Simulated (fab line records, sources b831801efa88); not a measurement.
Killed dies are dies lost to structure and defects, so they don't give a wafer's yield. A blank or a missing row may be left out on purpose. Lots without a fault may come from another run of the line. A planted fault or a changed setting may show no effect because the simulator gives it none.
Which tool did it? | flow sky130 | 6 lots, 18 wafers sampled, at 1 step of a route of 708

WHAT THE GAUGES READ, wafer by wafer
SKY_POLY_GATE_CD_MEAS_22.
lot  | measured     | on        | cd_nm (nm)
L994 | day 17 14:25 | cd_sem-01 | 146.6 148.9 149.5
L995 | day 18 02:49 | cd_sem-02 | 148.5 150.9 149.3
L999 | day 19 14:22 | cd_sem-01 | 148.0 148.4 150.3
L102 | day 20 09:50 | cd_sem-01 | 149.9 148.3 147.5
L106 | day 21 15:37 | cd_sem-01 | 149.9 149.7 149.6
L113 | day 24 02:52 | cd_sem-01 | 147.6 148.2 145.1

WHICH TOOL RAN EACH LOT (tool, then ch and the chambers of the sampled wafers, then the start)
The record holds no process step before these readings.

THE ANSWER, worked out from the rows above alone
Rule: what is usual is taken from the lots themselves. Put in order of their means at a reading, lots are off if they are a third of the lots or fewer, leave a main group of 4 or more, and stand apart from it by a gap of 3 or more times the standard deviation of the main group's means; of several such gaps the widest counts. A main group whose means are all the same, to the digits that the tables above print for the reading, isn't used. A lot without any number at a reading at which 4 lots or more have one is off too. The other lots that the step has rows for count as sound.
No lot is off at any reading shown: from this, nothing can be told.

WHAT THE SIMULATOR HAD PUT IN
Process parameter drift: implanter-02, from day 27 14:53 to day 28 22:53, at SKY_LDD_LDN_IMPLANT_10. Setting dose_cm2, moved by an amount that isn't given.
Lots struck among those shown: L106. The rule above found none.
